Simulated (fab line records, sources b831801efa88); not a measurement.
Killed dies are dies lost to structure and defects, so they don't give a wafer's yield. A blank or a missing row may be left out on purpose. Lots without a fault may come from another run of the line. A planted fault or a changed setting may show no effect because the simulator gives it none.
fab line records | flow gf180mcu | part 1 of 2: steps 1 to 28 of 29
record lots=7 wafers=21 last_day=34
route steps=602 shown M3@419 V3@429 PASSIVATION@602
lots that met no fault: from a run of the same line without faults
start_h: hours from the record's first day to the start of the lot's first wafer shown | wait_h: hours since the lot's step before | " the same as in the row above | L1.1+2: a row that stands for several wafers | - no value, or no start given | * or withheld: withheld | < > ~ a bound
route shown NAME@n: a module of which the file shows steps, and the number in the route of the first | usual: mean/standard deviation of fault-free wafers | same: alike in all rows | chamber/n: place in a boat | sites: the reading at each site | _std_site: their standard deviation | _edge_site: outer sites' mean less inner sites' | radius_mm: how far each site lies from the wafer's centre | mask NAME#n: copy n | behind: the tool/chamber that last shaped the wafer | hold: why the lot was held/for how many hours/how that ended | device: the transistor (n, p or np) that didn't switch | end of line: the same wafers' tests at the end of the route | a step without rows: its recipe alone | killed: dies lost to structure and defects at the first sort, not the wafer's yield | map: a wafer's dies, x killed, . not, _ none there
set.NAME: the setting as run; set.NAME@STEP: as run at that earlier step | model.NAME: the simulator's own value behind a step, which no gauge read
lots at some steps of the route; a table a step, a row a wafer
services: from which hour (start_h, from the record's first day; less than 0 if before it) a tool's chamber was out of use, for how many hours, and why
## steps
# step GF_M3_SOFTBAKE_10
# recipe temp_c=130 time_s=60 resist=KrF
# step GF_M3_EXPOSE_11
# recipe mask_id=Metal3 target_cd_nm=280 na=0.68 source_shape=conventional sigma_outer=0.6 dose_mj=28
# step GF_M3_PEB_12
# recipe peb_temp_c=135 peb_time_s=90 resist=KrF
# step GF_M3_DEVELOP_13
# recipe develop_time_s=60 dev_temp_c=21
# step GF_M3_CD_MEAS_14
# recipe target_cd_nm=280
# usual cd_nm=280.0/1.3
# columns lot.wafer tool chamber start_h wait_h cd_nm
L867.1 cd_sem-02 - 526.70 0.1 282.7
L867.2 " - " " 282.8
L867.4 " - " " 281.3
L870.1 cd_sem-02 - 561.23 0.1 279.3
L870.3 " - " " 279.0
L870.5 " - " " 279.6
L874.3 cd_sem-02 - 589.95 0.1 280.3
L874.5 " - " " 278.9
L874.6 " - " " 278.9
L875.1 cd_sem-02 - 595.68 0.1 281.3
L875.4 " - " " 280.9
L875.6 " - " " 280.4
L876.1 cd_sem-02 - 600.48 0.1 281.9
L876.2 " - " " 281.6
L876.4 " - " " 281.7
L878.1 cd_sem-02 - 614.93 0.1 280.8
L878.2 " - " " 280.0
L878.4 " - " " 281.7
L884.1 cd_sem-01 - 657.21 0.1 281.1
L884.3 " - " " 279.8
L884.5 " - " " 281.7
# step GF_M3_OVL_MEAS_15
# usual M3_OVL=0/5.2
# columns lot.wafer tool chamber start_h wait_h M3_OVL[nm]
L867.1 overlay-01 - 526.82 0.1 4
L867.2 " - " " 5
L867.4 " - " " 8
L870.1 overlay-01 - 561.35 0.1 2
L870.3 " - " " 6
L870.5 " - " " 0
L874.3 overlay-02 - 590.04 0.1 5
L874.5 " - " " 4
L874.6 " - " " -2
L875.1 overlay-02 - 595.80 0.1 4
L875.4 " - " " 2
L875.6 " - " " -5
L876.1 overlay-01 - 600.60 0.1 -10
L876.2 " - " " -2
L876.4 " - " " 2
L878.1 overlay-02 - 615.05 0.1 -3
L878.2 " - " " -3
L878.4 " - " " 3
L884.1 overlay-02 - 657.33 0.1 -1
L884.3 " - " " -6
L884.5 " - " " 2
# step GF_M3_METAL_ETCH_16
# recipe chemistry=Cl2/BCl3 mask_material=KrF target_depth_nm=750.8 stop_on=SiO2 pressure_mtorr=8 icp_w=800 bias_w=140 Cl2_flow_sccm=80 bcl3_flow_sccm=40 time_s=125.1
# usual drypump_motor_current_A=5.6/0.44 oes_product_au=0.990/0.0067 throttle_valve_pct=28.230/0.01
# columns lot.wafer tool chamber start_h wait_h drypump_motor_current_A oes_product_au rf_hours_counter_h throttle_valve_pct
L867.1 rie_metal-01 0 526.86 0.0 6.1 0.992 4 28.226
L867.2 " 1 " " 5.6 0.979 13 28.230
L867.4 " 0 " " 6.2 0.991 - 28.253
L870.1 rie_metal-04 1 561.39 0.0 5.0 0.997 7 28.216
L870.3 " 1 " " 5.0 0.987 - 28.226
L870.5 " 1 " " 5.0 0.983 - 28.234
L874.3 rie_metal-01 0 590.15 0.1 6.1 0.996 - 28.225
L874.5 " 0 " " 6.1 0.999 - 28.237
L874.6 " 0 " " 6.1 0.995 - 28.245
L875.1 rie_metal-04 1 595.84 0.0 5.0 0.990 9 28.229
L875.4 " 0 " " 5.6 0.984 - 28.228
L875.6 " 1 " " 5.1 0.988 - 28.231
L876.1 rie_metal-04 1 600.64 0.0 5.0 0.989 9 28.233
L876.2 " 0 " " 5.6 0.975 2 28.237
L876.4 " 0 " " 5.7 0.986 - 28.242
L878.1 rie_metal-03 0 615.09 0.0 6.0 0.995 2 28.217
L878.2 " 1 " " 5.5 0.994 14 28.206
L878.4 " 1 " " 5.5 0.997 - 28.231
L884.1 rie_metal-04 0 657.37 0.0 5.7 0.983 4 28.254
L884.3 " 1 " " 5.0 0.975 - 28.229
L884.5 " 1 " " 5.0 0.980 - 28.243
# step GF_M3_STRIP_17
# recipe chemistry=O2/N2 power_w=1400 pressure_mtorr=1500 platen_temp_c=250 o2_flow_sccm=3000 n2_flow_sccm=300 overash_fraction=0.5
# usual drypump_motor_current_A=5.67/0.25 heater_power_w=323/29 oes_product_au=0.538/0.0055 strip_time_to_endpoint_s=7.40/0.056
# columns lot.wafer tool chamber start_h wait_h drypump_motor_current_A heater_power_w oes_product_au rf_hours_counter_h strip_time_to_endpoint_s
L867.1 plasma_asher-01 1 526.99 0.1 5.92 335 0.550 43 7.46
L867.2 " 0 " " 5.60 293 0.538 43 7.46
L867.4 " 1 " " 5.94 329 0.538 - 7.41
L870.1 plasma_asher-04 1 561.65 0.2 5.30 375 0.541 76 7.42
L870.3 " 1 " " 5.29 369 0.542 - 7.45
L870.5 " 0 " " 5.57 305 0.550 - 7.43
L874.3 plasma_asher-01 1 590.36 0.2 5.94 337 0.539 - 7.39
L874.5 " 0 " " 5.58 284 0.550 - 7.36
L874.6 " 1 " " 5.93 330 0.534 - 7.36
L875.1 plasma_asher-01 0 595.97 0.1 5.58 287 0.543 50 7.41
L875.4 " 1 " " 5.95 330 0.539 - 7.46
L875.6 " 0 " " 5.58 282 0.546 - 7.48
L876.1 plasma_asher-02 0 600.77 0.1 5.60 338 0.541 18 7.46
L876.2 " 1 " " 6.04 323 0.538 18 7.45
L876.4 " 1 " " 6.08 319 0.539 - 7.49
L878.1 plasma_asher-01 0 615.22 0.1 5.58 281 0.541 52 7.35
L878.2 " 1 " " 5.94 332 0.532 52 7.30
L878.4 " 0 " " 5.61 289 0.530 - 7.27
L884.1 plasma_asher-01 0 657.49 0.1 5.59 298 0.551 57 7.48
L884.3 " 1 " " 5.91 334 0.544 - 7.52
L884.5 " 0 " " 5.57 284 0.540 - 7.50
# step GF_M3_STRIP_18
# recipe chemistry=post_etch_residue_remover time_s=1200 temp_c=72.5
# step GF_M3_CLEAN_19
# recipe chemistry=DIW dry=n2_spin
# step GF_V3_CVD_00
# recipe material=SiO2 target_thk_nm=600 sigma_open_frac=0.3 temp_c=400 time_s=100 sih4_flow_sccm=60 pressure_mtorr=6
# step GF_V3_THK_MEAS_01
# recipe reads=SiO2_of_V3_CVD_00
# usual V3_CVD_00_THK=606/6.8
# columns lot.wafer tool chamber start_h wait_h V3_CVD_00_THK[nm]
L867.1 film_metro-04 - 527.59 0.0 598
L867.2 " - " " 603
L867.4 " - " " 601
L870.1 film_metro-04 - 562.25 0.0 608
L870.3 " - " " 612
L870.5 " - " " 607
L874.3 film_metro-04 - 590.95 0.1 591
L874.5 " - " " 601
L874.6 " - " " 593
L875.1 film_metro-03 - 596.57 0.0 609
L875.4 " - " " 620
L875.6 " - " " 607
L876.1 film_metro-03 - 601.37 0.0 627
L876.2 " - " " 621
L876.4 " - " " 615
L878.1 film_metro-02 - 615.82 0.0 607
L878.2 " - " " 619
L878.4 " - " " 609
L884.1 film_metro-04 - 658.19 0.0 610
L884.3 " - " " 608
L884.5 " - " " 606
# step GF_V3_CVD_02
# recipe material=SiO2 target_thk_nm=850 precursor=TEOS temp_c=400 time_s=94.851 rf_w=600
# usual heater_power_outer_w=374/92 heater_power_w=623/110
# columns lot.wafer tool chamber start_h wait_h heater_power_outer_w heater_power_w
L867.1 pecvd-03 0 527.65 0.1 262 498
L867.2 " 2 " " 287 515
L867.4 " 2 " " 313 545
L870.1 pecvd-01 2 562.31 0.1 435 755
L870.3 " 1 " " 454 707
L870.5 " 0 " " 320 544
L874.3 pecvd-03 1 590.99 0.0 - -
L874.5 " 0 " " - -
L874.6 " 2 " " - -
L875.1 pecvd-03 1 596.63 0.1 - -
L875.4 " 1 " " - -
L875.6 " 0 " " - -
L876.1 pecvd-03 1 601.43 0.1 - -
L876.2 " 2 " " - -
L876.4 " 0 " " - -
L878.1 pecvd-03 0 615.88 0.1 319 546
L878.2 " 1 " " 534 796
L878.4 " 1 " " 420 661
L884.1 pecvd-03 2 658.25 0.1 311 561
L884.3 " 0 " " 304 535
L884.5 " 1 " " 547 826
# step GF_V3_CMP_04
# recipe material=SiO2 down_force_psi=4 platen_rpm=60 pad_velocity_m_s=0.94248
# usual motor_current_A=12.1/1.1 time_to_endpoint_s=80/5.7
# columns lot.wafer tool chamber start_h wait_h motor_current_A time_to_endpoint_s
L867.4 cmp-01 3 527.83 0.1 10.3 81
L867.1 " 0 " " 12.4 76
L867.2 " 1 " " 12.4 79
L870.3 cmp-02 0 562.44 0.0 11.2 82
L870.1 " 2 " " 11.5 86
L870.5 " 0 " " 10.8 85
L874.3 cmp-02 1 591.17 0.1 11.9 -
L874.6 " 0 " " 10.4 -
L874.5 " 1 " " 11.7 -
L875.1 cmp-01 0 596.81 0.1 11.5 -
L875.4 " 1 " " 12.5 -
L875.6 " 3 " " 10.3 -
L876.1 cmp-02 1 601.56 0.1 12.6 -
L876.4 " 3 " " 13.0 -
L876.2 " 0 " " 10.9 -
L878.1 cmp-02 1 616.01 0.1 12.4 83
L878.4 " 3 " " 13.4 90
L878.2 " 0 " " 11.0 78
L884.3 cmp-02 3 658.43 0.1 12.1 79
L884.1 " 1 " " 12.3 77
L884.5 " 2 " " 12.3 79
# step GF_V3_BOW_MEAS_05
# recipe mode=bow
# usual V3_BOW=121/9.9
# columns lot.wafer tool chamber start_h wait_h V3_BOW[um]
L867.1 film_metro-02 - 528.08 0.1 138
L867.2 " - " " 128
L867.4 " - " " 127
L870.1 film_metro-04 - 562.74 0.1 119
L870.3 " - " " 120
L870.5 " - " " 125
L874.3 film_metro-02 - 591.46 0.2 92
L874.5 " - " " 92
L874.6 " - " " 98
L875.1 film_metro-04 - 597.06 0.2 97
L875.4 " - " " 106
L875.6 " - " " 110
L876.1 film_metro-02 - 601.86 0.2 98
L876.2 " - " " 107
L876.4 " - " " 105
L878.1 film_metro-04 - 616.31 0.2 119
L878.2 " - " " 122
L878.4 " - " " 128
L884.1 film_metro-02 - 658.68 0.1 121
L884.3 " - " " 134
L884.5 " - " " 130
# step GF_V3_DEHYDRATE_06
# recipe temp_c=200 time_s=60
# step GF_V3_HMDS_07
# recipe prime_time_s=60 prime_temp_c=120
# step GF_V3_COAT_08
# recipe resist=BARC temp_c=withheld time_s=withheld spin_rpm=withheld resist_thk_nm=withheld
# step GF_V3_COAT_09
# recipe resist=KrF spin_rpm=withheld resist_thk_nm=1000
# step GF_V3_SOFTBAKE_10
# recipe temp_c=130 time_s=60 resist=KrF
# step GF_V3_EXPOSE_11
# recipe mask_id=Via3 target_cd_nm=260 na=0.68 source_shape=conventional sigma_outer=0.6 dose_mj=38
# step GF_V3_PEB_12
# recipe peb_temp_c=135 peb_time_s=90 resist=KrF
# step GF_V3_DEVELOP_13
# recipe develop_time_s=60 resist=KrF dev_temp_c=21
# step GF_V3_CD_MEAS_14
# recipe target_cd_nm=260
# usual cd_nm=260.1/1.3
# columns lot.wafer tool chamber start_h wait_h cd_nm
L867.1 cd_sem-02 - 551.16 0.1 262.1
L867.2 " - " " 262.0
L867.4 " - " " 262.0
L870.1 cd_sem-02 - 584.94 0.1 261.7
L870.3 " - " " 260.9
L870.5 " - " " 261.5
L874.3 cd_sem-01 - 612.08 0.1 261.5
L874.5 " - " " 261.7
L874.6 " - " " 261.1
L875.1 cd_sem-01 - 617.81 0.1 258.9
L875.4 " - " " 259.4
L875.6 " - " " 259.5
L876.1 cd_sem-01 - 622.43 0.1 262.4
L876.2 " - " " 261.4
L876.4 " - " " 260.8
L878.1 cd_sem-01 - 635.68 0.1 259.5
L878.2 " - " " 261.0
L878.4 " - " " 260.2
L884.1 cd_sem-02 - 678.23 0.1 261.3
L884.3 " - " " 262.2
L884.5 " - " " 261.5
# step GF_V3_OVL_MEAS_15
# usual V3_OVL=-4/4.9
# columns lot.wafer tool chamber start_h wait_h V3_OVL[nm]
L867.1 overlay-02 - 551.28 0.1 -3
L867.2 " - " " -2
L867.4 " - " " -5
L870.1 overlay-02 - 585.06 0.1 -7
L870.3 " - " " -4
L870.5 " - " " -6
L874.3 overlay-02 - 612.17 0.1 -6
L874.5 " - " " -2
L874.6 " - " " 3
L875.1 overlay-01 - 617.93 0.1 -14
L875.4 " - " " 0
L875.6 " - " " -4
L876.1 overlay-02 - 622.55 0.1 -4
L876.2 " - " " -5
L876.4 " - " " -6
L878.1 overlay-01 - 635.80 0.1 -4
L878.2 " - " " -10
L878.4 " - " " -9
L884.1 overlay-01 - 678.37 0.1 3
L884.3 " - " " 1
L884.5 " - " " -1
# step GF_V3_ETCH_16
# recipe chemistry=N2/H2 target_depth_a=withheld overetch_a=withheld time_s=withheld target=BARC ion_energy_ev=200 source_w=500 bias_w=97.43 pressure_mtorr=30 n2_flow_sccm=100 h2_flow_sccm=200
# usual drypump_motor_current_A=5.54/0.28 oes_product_au=0.854/0.0048 throttle_valve_pct=13.225/0.0092
# columns lot.wafer tool chamber start_h wait_h drypump_motor_current_A oes_product_au throttle_valve_pct
L867.1 rie_diel-01 1 551.32 0.0 5.23 0.852 13.226
L867.2 " 0 " " 5.61 0.860 13.220
L867.4 " 2 " " 5.66 0.860 13.226
L870.1 rie_diel-01 0 585.10 0.0 5.64 0.856 13.227
L870.3 " 2 " " 5.65 0.851 13.234
L870.5 " 1 " " 5.19 0.853 13.217
L874.3 rie_diel-04 0 612.20 0.0 5.42 0.849 13.224
L874.5 " 3 " " 5.90 0.853 13.233
L874.6 " 2 " " 5.57 0.849 13.233
L875.1 rie_diel-01 2 617.97 0.0 5.66 0.861 13.244
L875.4 " 0 " " 5.62 0.864 13.241
L875.6 " 3 " " 5.31 0.863 13.218
L876.1 rie_diel-04 3 622.59 0.0 5.99 0.854 13.233
L876.2 " 1 " " 6.00 0.856 13.219
L876.4 " 1 " " 6.00 0.848 13.223
L878.1 rie_diel-03 3 635.84 0.0 5.32 0.856 13.219
L878.2 " 1 " " 5.80 0.847 13.211
L878.4 " 2 " " 5.05 0.859 13.220
L884.1 rie_diel-04 1 678.40 0.0 6.02 0.848 13.230
L884.3 " 3 " " 5.95 0.857 13.237
L884.5 " 0 " " 5.44 0.852 13.231
# step GF_V3_ETCH_17
# recipe chemistry=C4F8/O2/Ar mask_material=KrF target=SiO2 stop_on=TiN source_w=1500 bias_w=1200 pressure_mtorr=40 c4f8_flow_sccm=withheld O2_flow_sccm=6 Ar_flow_sccm=300 time_s=withheld target_depth_a=6350
# usual oes_product_au=0.856/0.0039
# columns lot.wafer tool chamber start_h wait_h oes_product_au model.V3.feature_depth_nm model.etch.depth_nm
L867.1 rie_diel-01 1 - - 0.855 632 632
L867.2 " 0 " " 0.857 633.6 633.6
L867.4 " 2 " " 0.856 632.4 632.4
L870.1 rie_diel-01 0 - - 0.858 631.5 631.5
L870.3 " 2 " " 0.858 631.7 631.7
L870.5 " 1 " " 0.864 630.5 630.5
L874.3 rie_diel-04 0 - - 0.822 591.2 591.2
L874.5 " 3 " " 0.835 601 601
L874.6 " 2 " " 0.830 593.5 593.5
L875.1 rie_diel-01 2 - - 0.839 609.3 609.3
L875.4 " 0 " " 0.840 619.8 619.8
L875.6 " 3 " " 0.833 607.5 607.5
L876.1 rie_diel-04 3 - - 0.857 627.4 627.4
L876.2 " 1 " " 0.848 620.9 620.9
L876.4 " 1 " " 0.841 614.4 614.4
L878.1 rie_diel-03 3 - - 0.860 633 633
L878.2 " 1 " " 0.860 633.6 633.6
L878.4 " 2 " " 0.864 632.5 632.5
L884.1 rie_diel-04 1 - - 0.856 633.8 633.8
L884.3 " 3 " " 0.852 632.9 632.9
L884.5 " 0 " " 0.855 633.7 633.7
# step GF_V3_STRIP_18
# recipe chemistry=O2/N2 power_w=1400 pressure_mtorr=1500 platen_temp_c=250 o2_flow_sccm=3000 n2_flow_sccm=300 overash_fraction=0.5
# usual drypump_motor_current_A=5.58/0.23 heater_power_w=323/29 oes_product_au=0.593/0.0049
# columns lot.wafer tool chamber start_h wait_h drypump_motor_current_A heater_power_w oes_product_au rf_hours_counter_h
L867.1 plasma_asher-03 1 551.45 - 5.32 321 0.595 88
L867.2 " 0 " " 5.77 324 0.590 88
L867.4 " 1 " " 5.34 324 0.594 -
L870.1 plasma_asher-03 0 585.23 - 5.77 328 0.601 91
L870.3 " 1 " " 5.33 316 0.599 -
L870.5 " 1 " " 5.33 321 0.589 -
L874.3 plasma_asher-04 1 612.36 - 5.26 374 0.591 -
L874.5 " 0 " " 5.57 311 0.594 -
L874.6 " 1 " " 5.27 370 0.584 -
L875.1 plasma_asher-04 0 618.10 - 5.59 306 0.594 82
L875.4 " 0 " " 5.58 311 0.592 -
L875.6 " 0 " " 5.57 313 0.598 -
L876.1 plasma_asher-01 1 622.72 - 5.93 337 0.590 53
L876.2 " 0 " " 5.59 283 0.595 53
L876.4 " 1 " " 5.92 336 0.597 -
L878.1 plasma_asher-03 1 635.97 - 5.34 319 0.608 96
L878.2 " 0 " " 5.75 332 0.595 96
L878.4 " 1 " " 5.35 317 0.594 -
L884.1 plasma_asher-03 1 678.53 - 5.33 316 0.592 101
L884.3 " 1 " " 5.35 318 0.578 -
L884.5 " 1 " " 5.31 319 0.591 -
## key
first_sign step=GF_V3_CVD_02 reading=tool_record direction=missing
effect step=GF_V3_BOW_MEAS_05 reading=V3_BOW direction=down sigmas=2 usual=121 struck=101 wafers_moved=6
effect step=GF_V3_ETCH_17 reading=oes_product_au direction=down sigmas=4.5 usual=0.856 struck=0.838 wafers_moved=8
effect step=GF_PASSIVATION_PROBE_99 reading=killed_at_M0_to_M3 direction=up sigmas=94 usual=21 struck=487
model_effect step=GF_V3_ETCH_17 value=V3.feature_depth_nm without=633.5 struck=609.5
met_at GF_V3_CVD_02
struck_wafers L874.3,L874.5,L874.6,L875.1,L875.4,L875.6,L876.1,L876.2,L876.4
later_rows_left_out L874.3,L874.5,L874.6,L875.1,L875.4,L875.6,L876.1,L876.2,L876.4
onset_between 527.65 590.99
fault kind=skipped_step_whole tool=pecvd-03 chamber=- onset_h=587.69 steps=GF_V3_CVD_02 scope=struck_lots_only
# later_rows_left_out: the simulator's readings of these wafers behind a module that went badly wrong aren't trusted and aren't shown, but for the sort
